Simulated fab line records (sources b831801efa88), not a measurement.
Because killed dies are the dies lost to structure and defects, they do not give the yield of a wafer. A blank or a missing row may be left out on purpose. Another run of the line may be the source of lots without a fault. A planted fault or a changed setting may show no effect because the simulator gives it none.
The tool behind it: which one?	flow gf180mcu	Sampling: 11 lots, 33 wafers, 5 of 602 route steps

## WHAT THE GAUGES SHOWED, per wafer
GF_DUAL_GATE_THK_MEAS_03. Usual: DUAL_GATE_OXIDATION_00_THK 10.98 nm, standard deviation 0.22.
lot	measured	on	DUAL_GATE_OXIDATION_00_THK (nm)	flag
L568	day 7 15:43	filmMetro-01	10.93 10.86 11.04	
L569	day 7 22:17	filmMetro-01	10.73 10.67 10.64	
L573	day 9 00:58	filmMetro-01	10.62 10.85 10.65	
L574	day 9 06:09	filmMetro-03	11.39 11.38 11.19	
L576	day 9 21:18	filmMetro-03	11.22 11.15 11.23	
L577	day 10 03:13	filmMetro-02	11.06 11.22 10.98	
L578	day 10 10:25	filmMetro-01	11.18 11.16 11.30	
L586	day 12 14:34	filmMetro-03	10.91 10.97 11.10	
L587	day 13 01:35	filmMetro-02	23.96 24.12 23.87	OFF
L588	day 13 05:01	filmMetro-03	23.78 23.91 23.96	OFF
L589	day 13 12:31	filmMetro-03	23.64 23.46 23.56	OFF

GF_POLY_GATE_CD_MEAS_10 targets a cd of 280 nm. Usual: cdNm reads 279.5 nm (standard deviation 1.2).
lot	measured	on	cdNm (nm)	flag
L568	day 9 04:43	cdSem-01	279.0 278.8 280.5	
L569	day 9 11:20	cdSem-02	279.3 279.9 279.3	
L573	day 10 16:49	cdSem-01	281.7 280.6 281.6	
L574	day 10 21:47	cdSem-02	278.3 279.9 279.8	
L576	day 11 14:02	cdSem-02	277.4 278.6 277.9	
L577	day 11 20:16	cdSem-02	279.9 279.7 277.8	
L578	day 12 03:50	cdSem-02	280.2 279.9 279.5	
L586	day 14 11:48	cdSem-01	278.8 278.5 279.3	
L587	day 14 21:11	cdSem-02	278.7 278.5 278.3	
L588	day 15 01:14	cdSem-02	280.0 280.6 279.7	
L589	day 15 09:23	cdSem-02	280.6 280.4 280.3	

## EACH LOT AND THE TOOL THAT RAN IT (in order: tool; ch and the chambers of the sampled wafers; start)
lot	GF_MVPSD_STRIP_10	GF_VT_IMPLANT_STRIP_09	GF_DUAL_GATE_OXIDATION_02
L568	plasmaAsher-04 ch 0,1, day 5 00:46	plasmaAsher-03 ch 1, day 5 15:38	furnace-01 ch 0, day 7 14:16
L569	plasmaAsher-04 ch 0,1, day 5 07:24	plasmaAsher-03 ch 0,1, day 5 21:37	furnace-01 ch 0, day 7 20:49
L573	plasmaAsher-03 ch 0,1, day 6 06:47	plasmaAsher-02 ch 1, day 6 21:56	furnace-01 ch 0, day 8 23:30
L574	plasmaAsher-03 ch 0,1, day 6 10:49	plasmaAsher-02 ch 0,1, day 7 02:01	furnace-02 ch 0, day 9 04:42
L576	plasmaAsher-03 ch 0,1, day 7 00:22	plasmaAsher-01 ch 0,1, day 7 15:41	furnace-02 ch 0, day 9 19:52
L577	plasmaAsher-02 ch 0,1, day 7 04:46	plasmaAsher-01 ch 0,1, day 7 20:56	furnace-02 ch 0, day 10 01:46
L578	plasmaAsher-03 ch 0,1, day 7 13:08	plasmaAsher-02 ch 0,1, day 8 05:07	furnace-02 ch 0, day 10 08:58
L586	plasmaAsher-03 ch 0,1, day 9 10:33	plasmaAsher-02 ch 0,1, day 10 04:03	furnace-02 ch 0, day 12 13:06
L587	plasmaAsher-02 ch 0, day 9 20:07	plasmaAsher-02 ch 0,1, day 10 14:10	furnace-01 ch 0, day 13 00:08
L588	plasmaAsher-04 ch 0, day 10 00:11	plasmaAsher-03 ch 0,1, day 10 17:56	furnace-01 ch 0, day 13 03:34
L589	plasmaAsher-04 ch 0,1, day 10 04:33	plasmaAsher-02 ch 0,1, day 10 23:19	furnace-01 ch 0, day 13 11:03
- GF_MVPSD_STRIP_10: strips in O2/N2.
- GF_VT_IMPLANT_STRIP_09: strips in O2/N2.
- GF_DUAL_GATE_OXIDATION_02: stabilise 600 s, purge 300 s, target thk 10.887 nm.

## AS READ BY THE TOOLS THEMSELVES (means over the sampled wafers that have a number; for cases with no such wafer, the mark the record gives instead)
GF_MVPSD_STRIP_10. Usual: chamberPressureMTorr 1499.8 mTorr, standard deviation 1.3; drypumpMotorCurrentA 6.0 A, standard deviation 0.46; heaterPowerW 309 W, standard deviation 31; o2FlowSccm 3001 sccm, standard deviation 8.7; oesProductAu 0.723 a.u., standard deviation 0.0042; stripTimeToEndpointS 36.96 s, standard deviation 0.1.
lot	tool	chamberPressureMTorr (mTorr)	drypumpMotorCurrentA (A)	heaterPowerW (W)	o2FlowSccm (sccm)	oesProductAu (a.u.)	stripTimeToEndpointS (s)	flag
L568	plasmaAsher-04	1499.7	6.6	329	2996	0.726	36.81	
L569	plasmaAsher-04	1500.5	6.6	321	3001	0.724	36.81	
L573	plasmaAsher-03	1499.7	5.6	284	3002	0.719	36.97	
L574	plasmaAsher-03	1500.8	5.7	310	3000	0.725	37.08	
L576	plasmaAsher-03	1499.8	5.7	305	3012	0.722	37.11	
L577	plasmaAsher-02	1500.8	5.9	303	2993	0.721	36.89	
L578	plasmaAsher-03	1499.3	5.6	286	2990	0.724	36.85	
L586	plasmaAsher-03	1499.2	5.6	287	3000	0.727	37.11	
L587	plasmaAsher-02	1499.8	5.8	347	3002	0.719	37.01	
L588	plasmaAsher-04	1499.5	6.6	315	3005	0.723	36.94	
L589	plasmaAsher-04	1500.0	6.6	322	3000	0.727	36.94	

GF_VT_IMPLANT_STRIP_09. Usual: chamberPressureMTorr 1500.1 mTorr, standard deviation 1.3; drypumpMotorCurrentA 5.74 A, standard deviation 0.25; heaterPowerW 307 W, standard deviation 37; o2FlowSccm 2999 sccm, standard deviation 8.3; oesProductAu 0.716 a.u., standard deviation 0.0046; stripTimeToEndpointS 12.63 s, standard deviation 0.034.
lot	tool	chamberPressureMTorr (mTorr)	drypumpMotorCurrentA (A)	heaterPowerW (W)	o2FlowSccm (sccm)	oesProductAu (a.u.)	stripTimeToEndpointS (s)	flag
L568	plasmaAsher-03	1499.4	5.87	328	3008	0.715	12.62	
L569	plasmaAsher-03	1500.5	5.55	288	2997	0.716	12.63	
L573	plasmaAsher-02	1499.4	5.96	275	3009	0.714	12.64	
L574	plasmaAsher-02	1500.1	5.92	303	3006	0.712	12.62	
L576	plasmaAsher-01	1499.4	5.54	297	2997	0.714	12.68	
L577	plasmaAsher-01	1499.9	5.52	297	3002	0.716	12.63	
L578	plasmaAsher-02	1498.6	5.85	324	3002	0.717	12.59	
L586	plasmaAsher-02	1501.4	5.91	295	2999	0.714	12.64	
L587	plasmaAsher-02	1500.8	5.87	327	3000	0.715	12.69	
L588	plasmaAsher-03	1500.9	5.57	288	3004	0.717	12.68	
L589	plasmaAsher-02	1500.0	5.87	319	3004	0.715	12.67	

GF_DUAL_GATE_OXIDATION_02. Usual: spikeTcBottomC 915 C, standard deviation 4; spikeTcCentreC 901.0 C, standard deviation 1.3; spikeTcLowerC 900.9 C, standard deviation 1; spikeTcTopC 907.5 C, standard deviation 1.5; spikeTcUpperC 900.4 C, standard deviation 1.1; tubeCenterTempC 900 C, standard deviation 0.079; tube_center_temp_C_max 902.4, standard deviation 0.38; zonePowerBottomPct 27.3 %, standard deviation 1.3; zonePowerCentrePct 17.5 %, standard deviation 0.47; zonePowerLowerPct 17.3 %, standard deviation 0.95; zonePowerTopPct 30.1 %, standard deviation 0.4; zonePowerUpperPct 18.2 %, standard deviation 0.35.
lot	tool	spikeTcBottomC (C)	spikeTcCentreC (C)	spikeTcLowerC (C)	spikeTcTopC (C)	spikeTcUpperC (C)	tubeCenterTempC (C)	tube_center_temp_C_max	zonePowerBottomPct (%)	zonePowerCentrePct (%)	zonePowerLowerPct (%)	zonePowerTopPct (%)	zonePowerUpperPct (%)	flag
L568	furnace-01	912	900.3	902.4	908.3	900.9	900	902.8	29.0	17.0	18.3	30.4	18.4	
L569	furnace-01	911	899.7	900.9	907.8	900.1	900	902.8	28.6	16.9	18.2	30.5	18.5	
L573	furnace-01	911	900.8	901.2	907.9	901.4	900	902.4	28.1	17.2	18.3	30.0	18.3	
L574	furnace-02	919	901.9	901.2	905.6	899.0	900	902.5	26.1	17.9	16.4	29.7	18.0	
L576	furnace-02	919	902.2	900.5	906.5	899.9	900	902.3	26.1	17.9	16.4	29.4	17.7	
L577	furnace-02	919	901.4	901.4	905.9	900.3	900	901.9	26.2	18.0	16.4	30.0	17.9	
L578	furnace-02	921	901.7	901.1	906.7	899.9	900	902.1	26.1	17.8	16.4	29.8	18.0	
L586	furnace-02	919	900.7	900.9	907.1	900.1	900	902.4	26.1	17.9	16.4	29.7	17.8	
L587	furnace-01	987	976.8	976.2	983.4	977.2	976	978.3	34.3	20.3	22.0	35.1	22.2	OFF
L588	furnace-01	987	977.2	976.2	983.0	976.8	976	978.5	34.2	20.7	22.1	35.2	22.3	OFF
L589	furnace-01	988	977.4	976.7	983.7	977.8	976	977.9	34.7	20.5	21.9	34.9	22.3	OFF

## THE ANSWER, worked out from the rows above alone
Rule: take the mean of a lot's wafers that have a number; if it is more than 3 standard deviations from the usual mean, the lot is off. Also off: a lot with no number at a reading for which 4 or more lots have one. Where the step has rows for the other lots, those lots are counted as sound. First the gauges in route order, then the tools' own readings, where a lot's mean is used as printed above. At the first step where some lot is off, the reading lying furthest off is the one used; lots without a number count as furthest.
Off: at GF_DUAL_GATE_THK_MEAS_03 (DUAL_GATE_OXIDATION_00_THK), L587, L588, L589.
A tool fits if, at a process step before that reading, it ran every lot that is off, and no sound lot after the first of them. The gauges at GF_DUAL_GATE_THK_MEAS_03 aren't tried: what is off there is off at GF_DUAL_GATE_OXIDATION_02 too, on other tools, and a gauge's error can't cause that. One fits: GF_DUAL_GATE_OXIDATION_02 on furnace-01. Its last sound lot is L573 (day 8 23:30), its first lot that is off L587 (day 13 00:08): a fault that began between those two fits.
The tool's own readings at GF_DUAL_GATE_OXIDATION_02 bear it out: on the lots that are off they differ by more than 5 times the standard deviation of the sound lots' means. spikeTcBottomC reads 987 C there against 916 C on the sound lots; spikeTcCentreC reads 977.1 C there against 901.1 C on the sound lots; spikeTcLowerC reads 976.4 C there against 901.2 C on the sound lots; spikeTcTopC reads 983.4 C there against 907.0 C on the sound lots; spikeTcUpperC reads 977.3 C there against 900.2 C on the sound lots; tubeCenterTempC reads 976 C there against 900 C on the sound lots; tube_center_temp_C_max reads 978.2 there against 902.4 on the sound lots; zonePowerBottomPct reads 34.4 % there against 27.0 % on the sound lots; zonePowerCentrePct reads 20.5 % there against 17.6 % on the sound lots; zonePowerLowerPct reads 22.0 % there against 17.1 % on the sound lots; zonePowerTopPct reads 35.1 % there against 29.9 % on the sound lots; zonePowerUpperPct reads 22.3 % there against 18.1 % on the sound lots.

## WHAT THE SIMULATOR HAD INSERTED
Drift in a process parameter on furnace-01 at GF_DUAL_GATE_OXIDATION_02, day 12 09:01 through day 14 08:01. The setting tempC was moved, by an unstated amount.
Shown lots that were struck: L587, L588, L589. The rule given above showed the same thing.
